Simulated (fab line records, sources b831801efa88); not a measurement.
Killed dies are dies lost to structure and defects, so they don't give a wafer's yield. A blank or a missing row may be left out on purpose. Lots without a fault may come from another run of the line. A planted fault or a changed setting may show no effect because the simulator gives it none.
fab line records | flow sky130
record lots=5 wafers=15 last_day=49
route steps=708 shown LOCAL_INTERCONNECT@405 CONTACT@406 PAD_OPEN@708
lots that met no fault: from a run of the same line without faults
start_h: hours from the record's first day to the start of the lot's first wafer shown | wait_h: hours since the lot's step before | " the same as in the row above | L1.1+2: a row that stands for several wafers | - no value, or no start given | * or withheld: withheld | < > ~ a bound
route shown NAME@n: a module of which the file shows steps, and the number in the route of the first | usual: mean/standard deviation of fault-free wafers | same: alike in all rows | chamber/n: place in a boat | sites: the reading at each site | _std_site: their standard deviation | _edge_site: outer sites' mean less inner sites' | radius_mm: how far each site lies from the wafer's centre | mask NAME#n: copy n | behind: the tool/chamber that last shaped the wafer | hold: why the lot was held/for how many hours/how that ended | device: the transistor (n, p or np) that didn't switch | end of line: the same wafers' tests at the end of the route | a step without rows: its recipe alone | killed: dies lost to structure and defects at the first sort, not the wafer's yield | map: a wafer's dies, x killed, . not, _ none there
set.NAME: the setting as run; set.NAME@STEP: as run at that earlier step | model.NAME: the simulator's own value behind a step, which no gauge read
lots at some steps of the route; a table a step, a row a wafer
services: from which hour (start_h, from the record's first day; less than 0 if before it) a tool's chamber was out of use, for how many hours, and why
## steps
# step SKY_LOCAL_INTERCONNECT_CLEAN_18
# recipe chemistry=O3/DIW dry=n2_spin
# step SKY_CONTACT_CVD_00
# recipe material=Si3N4 target_thk_nm=75 temp_c=400 time_s=withheld rf_w=450
# usual heater_power_outer_w=447/63 heater_power_w=757/90 susceptor_temp_C=400.00/0.25
# columns lot.wafer tool chamber start_h wait_h heater_power_outer_w heater_power_w susceptor_temp_C
L792.1 pecvd-02 2 726.41 0.0 417 696 399.99
L792.2 " 0 " " 378 697 400.12
L792.6 " 2 " " 418 691 399.76
L801.1 pecvd-02 2 787.42 0.0 455 742 400.14
L801.4 " 0 " " 429 758 399.89
L801.6 " 1 " " 446 778 400.29
L806.2 pecvd-03 2 818.62 0.0 444 788 400.06
L806.4 " 0 " " 562 950 400.15
L806.6 " 1 " " 567 885 399.84
L805.1 pecvd-04 0 819.90 0.0 509 816 400.06
L805.5 " 2 " " 465 738 399.75
L805.6 " 0 " " 499 822 400.52
L808.2 pecvd-02 1 839.67 0.0 464 804 400.08
L808.4 " 0 " " 437 768 400.38
L808.5 " 2 " " 460 730 399.90
# step SKY_CONTACT_THK_MEAS_01
# recipe reads=Si3N4_of_CONTACT_CVD_00
# usual CONTACT_CVD_00_THK=75.0/1.1
# columns lot.wafer tool chamber start_h wait_h CONTACT_CVD_00_THK[nm]
L792.1 film_metro-01 - 726.45 - 74.7
L792.2 " - " " 72.0
L792.6 " - " " 75.5
L801.1 film_metro-01 - 787.45 - 73.9
L801.4 " - " " 74.5
L801.6 " - " " 74.3
L806.2 film_metro-01 - 818.66 - 73.3
L806.4 " - " " 74.8
L806.6 " - " " 74.4
L805.1 film_metro-04 - 819.95 - 73.1
L805.5 " - " " 75.7
L805.6 " - " " 76.2
L808.2 film_metro-03 - 839.71 - 75.6
L808.4 " - " " 74.7
L808.5 " - " " 76.1
# step SKY_CONTACT_HDPCVD_02
# recipe material=SiO2 target_thk_nm=565 sigma_open_frac=0.3 time_s=94.2 temp_c=600 sih4_flow_sccm=60 pressure_mtorr=6
# step SKY_CONTACT_THK_MEAS_03
# recipe reads=SiO2_of_CONTACT_HDPCVD_02
# usual CONTACT_HDPCVD_THK=564/7.3
# columns lot.wafer tool chamber start_h wait_h CONTACT_HDPCVD_THK[nm]
L792.1 film_metro-03 - 726.57 0.0 569
L792.2 " - " " 567
L792.6 " - " " 567
L801.1 film_metro-04 - 787.58 0.0 570
L801.4 " - " " 567
L801.6 " - " " 569
L806.2 film_metro-03 - 818.79 0.0 573
L806.4 " - " " 567
L806.6 " - " " 556
L805.1 film_metro-01 - 820.08 0.0 574
L805.5 " - " " 567
L805.6 " - " " 563
L808.2 film_metro-01 - 839.84 0.0 568
L808.4 " - " " 579
L808.5 " - " " 559
# step SKY_CONTACT_CMP_04
# recipe material=SiO2 down_force_psi=4 platen_rpm=60 pad_velocity_m_s=0.94248
# usual motor_current_A=11.2/0.68 time_to_endpoint_s=84/6.1
# columns lot.wafer tool chamber start_h wait_h motor_current_A time_to_endpoint_s
L792.1 cmp-02 3 726.63 0.1 11.8 98
L792.2 " 2 " " 11.9 78
L792.6 " 3 " " 11.9 95
L801.1 cmp-02 3 787.69 0.1 11.7 96
L801.4 " 1 " " 11.9 87
L801.6 " 3 " " 12.0 100
L806.2 cmp-01 0 818.94 0.1 11.0 87
L806.4 " 1 " " 11.6 87
L806.6 " 2 " " 10.4 81
L805.1 cmp-01 2 820.24 0.1 10.3 85
L805.5 " 0 " " 10.5 81
L805.6 " 1 " " 11.4 81
L808.4 cmp-02 1 839.89 0.0 11.1 87
L808.2 " 2 " " 11.8 76
L808.5 " 2 " " 11.3 72
# step SKY_CONTACT_BOW_MEAS_05
# recipe mode=bow
# usual CONTACT_BOW=83/6.7
# columns lot.wafer tool chamber start_h wait_h CONTACT_BOW[um]
L792.1 film_metro-01 - 726.93 0.2 91
L792.2 " - " " 95
L792.6 " - " " 89
L801.1 film_metro-04 - 787.94 0.2 82
L801.4 " - " " 84
L801.6 " - " " 83
L806.2 film_metro-04 - 819.16 0.2 84
L806.4 " - " " 91
L806.6 " - " " 80
L805.1 film_metro-03 - 820.44 0.1 89
L805.5 " - " " 75
L805.6 " - " " 90
L808.2 film_metro-04 - 840.21 0.2 97
L808.4 " - " " 80
L808.5 " - " " 85
# step SKY_CONTACT_DEHYDRATE_06
# recipe temp_c=200 time_s=60
# step SKY_CONTACT_HMDS_07
# recipe prime_time_s=60 prime_temp_c=120
# step SKY_CONTACT_COAT_08
# recipe resist=BARC temp_c=withheld time_s=withheld spin_rpm=3000 resist_thk_nm=60
# step SKY_CONTACT_COAT_09
# recipe resist=KrF-thick spin_rpm=3000 resist_thk_nm=450
# step SKY_CONTACT_SOFTBAKE_10
# recipe temp_c=100 time_s=90 resist=KrF-thick
# step SKY_CONTACT_EXPOSE_11
# recipe mask_id=CTM1 na=0.8 source_shape=annular sigma_inner=0.55 sigma_outer=0.85 target_cd_nm=170 dose_mj=38
# columns lot.wafer tool chamber start_h wait_h mask
L792.1+2+6 krf_scanner-02 0 741.15 - CTM1#0
L801.1+4+6 krf_scanner-01 0 800.81 - CTM1#0
L806.2+4+6 krf_scanner-01 0 831.53 - CTM1#0
L805.1+5+6 krf_scanner-01 0 833.29 - CTM1#0
L808.2+4+5 krf_scanner-02 0 854.16 - CTM1#0
# step SKY_CONTACT_PEB_12
# recipe peb_temp_c=withheld peb_time_s=withheld resist=KrF-thick
# step SKY_CONTACT_DEVELOP_13
# recipe develop_time_s=60 resist=KrF-thick dev_temp_c=21
# step SKY_CONTACT_CD_MEAS_14
# recipe target_cd_nm=170
# usual cd_nm=169.9/1.4
# columns lot.wafer tool chamber start_h wait_h cd_nm
L792.1 cd_sem-01 - 754.36 - 170.7
L792.2 " - " " 170.6
L792.6 " - " " 168.8
L801.1 cd_sem-02 - 814.29 - 170.3
L801.4 " - " " 171.7
L801.6 " - " " 169.7
L806.2 cd_sem-01 - 845.08 - 169.2
L806.4 " - " " 169.6
L806.6 " - " " 169.2
L805.1 cd_sem-01 - 847.13 - 169.0
L805.5 " - " " 166.5
L805.6 " - " " 167.1
L808.2 cd_sem-01 - 866.90 - 169.5
L808.4 " - " " 169.5
L808.5 " - " " 170.0
# step SKY_CONTACT_OVL_MEAS_15
# usual CONTACT_OVL=2/5
# columns lot.wafer tool chamber start_h wait_h CONTACT_OVL[nm]
L792.1 overlay-01 - 754.48 0.1 1
L792.2 " - " " 11
L792.6 " - " " 8
L801.1 overlay-02 - 814.41 0.1 3
L801.4 " - " " 9
L801.6 " - " " 1
L806.2 overlay-01 - 845.19 0.1 0
L806.4 " - " " -3
L806.6 " - " " -3
L805.1 overlay-01 - 847.25 0.1 6
L805.5 " - " " 6
L805.6 " - " " 4
L808.2 overlay-01 - 867.01 0.1 11
L808.4 " - " " 9
L808.5 " - " " 4
# step SKY_CONTACT_ETCH_16
# recipe chemistry=N2/H2 target=BARC ion_energy_ev=200 source_w=500 bias_w=100 pressure_mtorr=30 n2_flow_sccm=100 h2_flow_sccm=200 stop_on=SiO2 time_s=45.9 target_depth_a=600
# usual drypump_motor_current_A=5.7/0.38 oes_product_au=0.854/0.0048 throttle_valve_pct=13.224/0.0094
# columns lot.wafer tool chamber start_h wait_h drypump_motor_current_A oes_product_au rf_hours_counter_h throttle_valve_pct model.CONTACT.cd_nm
L792.1 rie_diel-01 3 754.52 0.0 5.8 0.851 2 13.227 170.4
L792.2 " 0 " " 6.2 0.865 9 13.215 171.5
L792.6 " 2 " " 5.8 0.858 - 13.209 168.8
L801.1 rie_diel-01 2 814.44 0.0 5.8 0.858 4 13.232 169.3
L801.4 " 1 " " 5.8 0.852 22 13.234 172.6
L801.6 " 2 " " 5.8 0.856 - 13.222 168.6
L806.2 rie_diel-03 2 845.22 0.0 5.4 0.854 21 13.216 168.2
L806.4 " 1 " " 5.0 0.850 12 13.248 169.8
L806.6 " 2 " " 5.5 0.854 - 13.230 168.2
L805.1 rie_diel-01 1 847.29 0.0 5.7 0.852 23 13.232 169.5
L805.5 " 0 " " 6.2 0.850 - 13.240 166.9
L805.6 " 1 " " 5.8 0.851 - 13.231 167.8
L808.2 rie_diel-01 2 867.04 0.0 5.8 0.857 6 13.235 168.4
L808.4 " 0 " " 6.2 0.858 11 13.216 169.7
L808.5 " 1 " " 5.7 0.858 - 13.234 170
# step SKY_CONTACT_ETCH_17
# recipe target=SiO2 chemistry=C4F8/O2/Ar stop_on=Si3N4 mask_material=KrF-thick source_w=1500 bias_w=1200 pressure_mtorr=40 c4f8_flow_sccm=withheld O2_flow_sccm=6 Ar_flow_sccm=300 time_s=withheld target_depth_a=3400
# usual oes_product_au=0.892/0.0053
# columns lot.wafer tool chamber start_h wait_h oes_product_au
L792.1 rie_diel-01 3 754.56 0.0 0.892
L792.2 " 0 " " 0.877
L792.6 " 2 " " 0.900
L801.1 rie_diel-01 2 814.48 0.0 0.893
L801.4 " 1 " " 0.897
L801.6 " 2 " " 0.908
L806.2 rie_diel-03 2 845.26 0.0 0.889
L806.4 " 1 " " 0.892
L806.6 " 2 " " 0.892
L805.1 rie_diel-01 1 847.33 0.0 0.888
L805.5 " 0 " " 0.895
L805.6 " 1 " " 0.880
L808.2 rie_diel-01 2 867.08 0.0 0.893
L808.4 " 0 " " 0.894
L808.5 " 1 " " 0.882
# step SKY_CONTACT_ETCH_18
# recipe target=Si3N4 chemistry=CHF3/O2 stop_on=TiN source_w=600 bias_w=200 pressure_mtorr=40 chf3_flow_sccm=50 O2_flow_sccm=5 time_s=39 target_depth_a=750
# usual chf3_flow_sccm=50.00/0.15 drypump_motor_current_A=5.7/0.37 oes_product_au=0.854/0.0077 throttle_valve_pct=8.793/0.0092
# columns lot.wafer tool chamber start_h wait_h chf3_flow_sccm drypump_motor_current_A oes_product_au rf_hours_counter_h throttle_valve_pct model.CONTACT.cd_nm
L792.1 rie_diel-01 3 - - 49.91 5.8 0.849 2 8.784 170.9
L792.2 " 0 " " 49.78 6.2 0.839 9 8.777 171.8
L792.6 " 2 " " 50.03 5.8 0.858 - 8.805 168.5
L801.1 rie_diel-01 2 - - 49.96 5.8 0.844 4 8.779 168.6
L801.4 " 1 " " 49.92 5.7 0.854 22 8.789 172
L801.6 " 2 " " 49.97 5.8 0.842 - 8.808 168
L806.2 rie_diel-03 2 - - 49.80 5.5 0.840 21 8.778 168
L806.4 " 1 " " 50.02 5.0 0.853 12 8.794 169.2
L806.6 " 2 " " 49.86 5.5 0.858 - 8.807 168
L805.1 rie_diel-01 1 - - 50.31 5.8 0.842 23 8.789 169.1
L805.5 " 0 " " 50.07 6.2 0.854 - 8.804 167.2
L805.6 " 1 " " 50.01 5.7 0.860 - 8.793 167.6
L808.2 rie_diel-01 2 - - 49.86 5.8 0.855 6 8.808 167.9
L808.4 " 0 " " 50.13 6.2 0.853 12 8.796 170.1
L808.5 " 1 " " 50.14 5.8 0.855 - 8.786 169.8
# step SKY_CONTACT_STRIP_19
# recipe chemistry=O2/N2 power_w=1400 pressure_mtorr=1500 platen_temp_c=withheld o2_flow_sccm=3000 n2_flow_sccm=300 overash_fraction=0.5
# usual drypump_motor_current_A=5.5/0.61 oes_product_au=0.380/0.005 strip_time_to_endpoint_s=3.60/0.048
# columns lot.wafer tool chamber start_h wait_h drypump_motor_current_A oes_product_au rf_hours_counter_h strip_time_to_endpoint_s
L792.1 plasma_asher-03 0 754.65 - 4.9 0.378 62 3.59
L792.2 " 1 " " 6.3 0.380 62 3.56
L792.6 " 0 " " 4.9 0.379 - 3.73
L801.1 plasma_asher-03 0 814.57 - 4.9 0.392 67 3.66
L801.4 " 1 " " 6.3 0.373 - 3.60
L801.6 " 0 " " 4.9 0.382 - 3.64
L806.2 plasma_asher-03 1 845.35 - 6.4 0.368 70 3.55
L806.4 " 1 " " 6.4 0.376 - 3.64
L806.6 " 1 " " 6.4 0.374 - 3.54
L805.1 plasma_asher-03 0 847.42 - 4.9 0.382 71 3.60
L805.5 " 0 " " 4.9 0.377 - 3.58
L805.6 " 1 " " 6.4 0.379 - 3.59
L808.2 plasma_asher-01 0 867.17 - 6.4 0.382 13 3.70
L808.4 " 1 " " 5.6 0.376 - 3.57
L808.5 " 1 " " 5.6 0.378 - 3.61
# step SKY_PAD_OPEN_PROBE_99
# usual killed_at_M0_to_M3=43/7 killed_at_M4_up=3.1/1.9 killed_at_contacts=25/6.1 killed_at_front_end=15/4.5 killed_at_other=0.3/0.55 killed_dies=87/8.9 killed_on_rim=17/4 killed_open=47/6.4 killed_short=40/6.6
# same gross_dies=492 killed_at_back_side=0
# columns lot.wafer tool chamber start_h wait_h killed_at_M0_to_M3 killed_at_M4_up killed_at_contacts killed_at_front_end killed_at_other killed_dies killed_on_rim killed_open killed_short
L792.1 prober-02 - 1091.20 0.1 54 3 25 17 0 99 16 53 46
L792.2 prober-02 - 1091.25 0.1 47 1 42 12 0 102 17 58 44
L792.6 prober-02 - 1091.45 0.2 38 0 20 20 1 79 17 48 31
L801.1 prober-01 - 1137.51 0.1 54 1 25 17 1 98 20 52 46
L801.4 prober-01 - 1137.66 0.2 44 3 23 16 1 87 20 52 35
L801.6 prober-01 - 1137.76 0.2 48 6 20 14 0 88 9 44 44
L805.1 prober-01 - 1161.37 0.1 33 2 18 16 1 70 15 35 35
L805.5 prober-01 - 1161.57 0.2 33 4 18 21 0 76 14 30 45
L805.6 prober-01 - 1161.62 0.2 52 1 22 12 0 87 12 55 31
L806.2 prober-02 - 1162.92 0.1 39 7 24 12 0 82 14 46 36
L806.4 prober-02 - 1163.02 0.2 40 1 28 9 3 81 18 48 32
L806.6 prober-02 - 1163.12 0.2 42 1 17 17 0 77 12 30 47
L808.2 prober-02 - 1178.61 0.1 47 2 14 26 0 89 12 53 36
L808.4 prober-02 - 1178.71 0.2 34 6 29 17 0 86 19 46 40
L808.5 prober-02 - 1178.76 0.2 39 2 37 18 0 96 20 47 49
# killed by level:class
L792.1 VIA1:geometric_particle:open=15 CONTACT:geometric_particle:open=11 VIA1:geometric_particle:short=8 FIELD_ISO:geometric_particle:short=7 METAL2:geometric_particle:short=6 FIELD_ISO:geometric_particle:open=5 VIA2:geometric_particle:open=5 VIA3:geometric_particle:open=5
L792.2 CONTACT:geometric_particle:open=15 VIA1:geometric_particle:open=14 LI_CONTACT:geometric_particle:open=9 CONTACT:geometric_particle:short=8 VIA2:geometric_particle:open=8 LI_CONTACT:geometric_particle:short=7 METAL3:geometric_particle:short=6 VIA1:geometric_particle:short=5
L792.6 VIA3:geometric_particle:open=10 VIA2:geometric_particle:open=8 CONTACT:geometric_particle:open=6 LOCAL_INTERCONNECT:geometric_particle:short=6 FIELD_ISO:geometric_particle:short=5 LI_CONTACT:geometric_particle:open=5 VIA1:geometric_particle:open=5 METAL2:geometric_particle:short=5
L801.1 CONTACT:geometric_particle:open=11 VIA1:geometric_particle:open=10 METAL2:geometric_particle:short=9 VIA3:geometric_particle:open=8 VIA2:geometric_particle:open=7 FIELD_ISO:geometric_particle:short=6 LI_CONTACT:geometric_particle:open=6 METAL1:geometric_particle:short=5
L801.4 VIA1:geometric_particle:open=10 VIA2:geometric_particle:open=10 CONTACT:geometric_particle:open=9 CONTACT:geometric_particle:short=8 VIA3:geometric_particle:open=5 FIELD_ISO:geometric_particle:open=4 METAL2:geometric_particle:short=4 VIA2:geometric_particle:short=4
L801.6 VIA1:geometric_particle:open=22 CONTACT:geometric_particle:open=7 FIELD_ISO:geometric_particle:short=6 METAL1:geometric_particle:short=5 METAL2:geometric_particle:short=5 METAL4:geometric_particle:short=5 LOCAL_INTERCONNECT:geometric_particle:short=4 VIA1:geometric_particle:short=4
L805.1 FIELD_ISO:geometric_particle:short=7 CONTACT:geometric_particle:open=7 VIA3:geometric_particle:open=7 VIA2:geometric_particle:open=6 LI_CONTACT:geometric_particle:open=5 METAL2:geometric_particle:short=5 POLY_GATE:geometric_particle:short=4 POLY_GATE:geometric_particle:open=3
L805.5 CONTACT:geometric_particle:open=8 FIELD_ISO:geometric_particle:short=7 METAL2:geometric_particle:short=6 METAL3:geometric_particle:short=6 VIA1:geometric_particle:short=5 CONTACT:geometric_particle:short=4 METAL4:geometric_particle:short=4 POLY_GATE:geometric_particle:open=3
L805.6 VIA1:geometric_particle:open=12 VIA2:geometric_particle:open=10 VIA3:geometric_particle:open=7 METAL1:geometric_particle:short=6 METAL2:geometric_particle:short=6 CONTACT:geometric_particle:short=5 CONTACT:geometric_particle:open=5 POLY_GATE:geometric_particle:open=4
L806.2 VIA2:geometric_particle:open=10 CONTACT:geometric_particle:open=9 VIA1:geometric_particle:short=7 CONTACT:geometric_particle:short=6 VIA1:geometric_particle:open=6 VIA3:geometric_particle:open=5 METAL4:geometric_particle:short=5 POLY_GATE:geometric_particle:open=4
L806.4 VIA1:geometric_particle:open=13 CONTACT:geometric_particle:short=8 VIA2:geometric_particle:open=8 VIA1:geometric_particle:short=7 CONTACT:geometric_particle:open=7 LI_CONTACT:geometric_particle:open=6 VIA3:geometric_particle:open=6 FIELD_ISO:geometric_particle:short=4
L806.6 VIA1:geometric_particle:open=11 LI_CONTACT:geometric_particle:short=7 METAL1:geometric_particle:short=5 VIA1:geometric_particle:short=5 VIA2:geometric_particle:short=5 CONTACT:geometric_particle:open=4 METAL3:geometric_particle:short=4 METAL2:geometric_particle:short=4
L808.2 VIA1:geometric_particle:open=12 VIA2:geometric_particle:open=11 VIA1:geometric_particle:short=7 CONTACT:geometric_particle:open=6 FIELD_ISO:geometric_particle:open=6 POLY_GATE:geometric_particle:open=6 FIELD_ISO:geometric_particle:short=5 POLY_GATE:geometric_particle:short=5
L808.4 CONTACT:geometric_particle:open=13 VIA1:geometric_particle:open=9 FIELD_ISO:geometric_particle:open=6 CONTACT:geometric_particle:short=6 METAL4:geometric_particle:short=6 FIELD_ISO:geometric_particle:short=5 LI_CONTACT:geometric_particle:open=5 VIA2:geometric_particle:open=5
L808.5 CONTACT:geometric_particle:open=14 VIA2:geometric_particle:open=8 METAL2:geometric_particle:short=8 VIA1:geometric_particle:open=7 LI_CONTACT:geometric_particle:short=6 LI_CONTACT:geometric_particle:open=6 CONTACT:geometric_particle:short=6 FIELD_ISO:geometric_particle:short=5
## services
# columns tool chamber start_h hours kind
cmp-01 - 706.00 4.2 repair
krf_scanner-02 - 712.60 0.8 pm
cmp-01 - 712.92 1.7 repair
krf_scanner-01 - 717.91 1.0 pm
krf_scanner-02 - 725.98 4.0 pm
krf_scanner-01 - 736.04 6.2 repair
cmp-01 - 737.69 4.6 pm
krf_scanner-02 - 742.20 0.2 repair
cmp-02 - 744.00 4.0 pm
krf_scanner-01 - 749.28 3.1 repair
cmp-01 - 752.21 0.9 repair
krf_scanner-01 - 753.57 0.8 repair
rie_diel-01 0 765.25 10.4 repair
rie_diel-01 - 766.00 28.1 pm
plasma_asher-03 - 799.25 2.8 pm
rie_diel-03 1 804.36 7.5 repair
pecvd-02 2 808.27 16.9 repair
pecvd-02 - 812.34 12.7 repair
rie_diel-01 - 816.37 1.9 repair
rie_diel-01 2 837.90 5.1 repair
krf_scanner-01 - 841.28 0.8 pm
krf_scanner-01 - 842.03 1.3 pm
krf_scanner-01 - 846.38 3.6 pm
cmp-02 - 859.90 6.8 pm
## key
first_sign none at tools or gauges
model_effect step=SKY_CONTACT_ETCH_16 value=CONTACT.cd_nm without=170.4 struck=168.1
model_effect step=SKY_CONTACT_ETCH_18 value=CONTACT.cd_nm without=170.3 struck=168
met_at SKY_CONTACT_EXPOSE_11
struck_wafers L805.1,L805.5,L805.6
tester_left_out L805
onset_between 831.53 833.29
also_fits SKY_CONTACT_CVD_00:pecvd-04,SKY_CONTACT_CMP_04:cmp-01
fault kind=process_parameter_drift tool=krf_scanner-01 chamber=- onset_h=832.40 steps=SKY_CONTACT_EXPOSE_11 channel=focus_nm offset=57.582 spread_by_wafer=0.3 shape=step end_h=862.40
# tester_left_out: of these lots the tester's yield and bins aren't shown, on N5 and GAA mostly nor the transistor test; their killed dies are dies lost to structure and defects alone, not to doping, threshold or leakage, so they don't give the yield
